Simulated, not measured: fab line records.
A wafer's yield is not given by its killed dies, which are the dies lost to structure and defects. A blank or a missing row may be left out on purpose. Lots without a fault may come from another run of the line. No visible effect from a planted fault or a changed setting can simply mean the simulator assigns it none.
A struck lot beside a sound one ; flow sfqLine ; 14 out of 325 route steps
Sound: these wafers, L874.1, L874.2, L874.4. Struck: wafers L888.1, L888.3, L888.5. The cause comes at the end.
For every step that has rows: the tool of each side, followed by ch and its chambers, followed by its first start. Under that, the readings that differ: sound wafers ; struck wafers ; difference of the means ; sigmas: that difference in standard deviations of wafers without a fault.
alike: readings with means less than 2 such deviations apart, plus words and numbers identical on both sides. not compared: withheld readings, readings lacking a value on some wafer, bounds such as >300 that could conceal the same value, and numbers that have no deviation in the record and whose values overlap.
The two part at a step that has a row with sigmas, a row that says differs or no value, or rows on one side only. Numbers that have no deviation but don't overlap get no sigmas and don't part them. Lack of a reading on every wafer of one side parts them only where that side has two or more wafers.

first, 2 steps without rows for these wafers: SFQ_TRILAYER_M5_LITHO_PEB_126 (peb time 60 s); SFQ_TRILAYER_M5_LITHO_DEVELOP_125 (time 60 s).
SFQ_M5_OVL_MEAS_932:
  sound on overlay-02 at day 54 10:07; struck on overlay-02 at day 59 19:54
  alike: M5_OVL
SFQ_TRILAYER_M5_BARC_OPEN_METAL_ETCH_161: etches BARC in O2, target depth 125 nm, time 41.7 s.
  sound on rieMetal-03 ch 0,1, day 54 10:10; struck on rieMetal-04 ch 0, day 59 19:56
  alike: drypumpMotorCurrentA, oesProductAu, rfFwdPowerW
  not compared: rfHoursCounterH
SFQ_TRILAYER_M5_ETCH_METAL_ETCH_126: etches Nb in Cl2/BCl3, stops on SiO2, time 203.2 s, target depth 265 nm.
  sound on rieMetal-03 ch 0,1, day 54 10:13; struck on rieMetal-04 ch 0, day 59 19:59
  alike: drypumpMotorCurrentA, oesProductAu, rfFwdPowerW
  not compared: rfHoursCounterH
then, 2 steps without rows for these wafers: SFQ_TRILAYER_M5_STRIP_STRIP_127 (strips in O2); SFQ_TRILAYER_M5_STRIP_SOLV_CLEAN_128 (cleans in NMP, time 600 s).
SFQ_TRILAYER_A5B_DEP_PECVD_129: deposits SiO2 from SiH4/N2O, time 133.33 s, target thk 600 nm.
  sound on pecvd-03 ch 0,2, day 54 11:11; struck on pecvd-04 ch 0,2, day 59 20:58
  alike: heaterPowerW, rfFwdPowerW, throttleValvePct
SFQ_TRILAYER_A5B_CMP_CMP_130: polishes, stops on Nb, target thk 340.7 nm.
  sound on cmp-02 ch 0,1,3, day 54 18:05; struck on cmp-01 ch 0,2, day 60 02:59
  alike: headPressurePsi, motorCurrentA
SFQ_TRILAYER_A5B_METRO_MEASURE_131:
  sound on filmMetro-01 at day 54 20:35; struck on filmMetro-01 at day 60 05:29
  alike: thkNm
then, 2 steps without rows for these wafers: SFQ_TRILAYER_R5_DEP_SPUTTER_132 (material Ti, target thk 5 nm, time 5 s); SFQ_TRILAYER_R5_DEP_SPUTTER_133 (material MoNx, target thk 40 nm, time 66.7 s).
SFQ_TRILAYER_R5_DEP_SPUTTER_134: material Ti, target thk 5 nm, time 5 s.
  sound on pvdSputter-03 at day 54 21:52; struck on pvdSputter-05 at day 60 06:46
reading;sound;struck;difference;sigmas
model.Ti_of_TRILAYER_R5_DEP_SPUTTER_134.thkNm (nm);4.986 5.008 4.911;3.788 3.791 3.753;-1.191;
  alike: chamberPressurePa, throttleValvePct
SFQ_R5_RS_MEAS_933: measurement is done with a four-point probe.
  sound on filmMetro-03 at day 54 21:53; struck on filmMetro-02 at day 60 06:47
  alike: R5_MONX_RS

## WHERE THEY PART
Nowhere in this record.

WHY: whatever the simulator had introduced
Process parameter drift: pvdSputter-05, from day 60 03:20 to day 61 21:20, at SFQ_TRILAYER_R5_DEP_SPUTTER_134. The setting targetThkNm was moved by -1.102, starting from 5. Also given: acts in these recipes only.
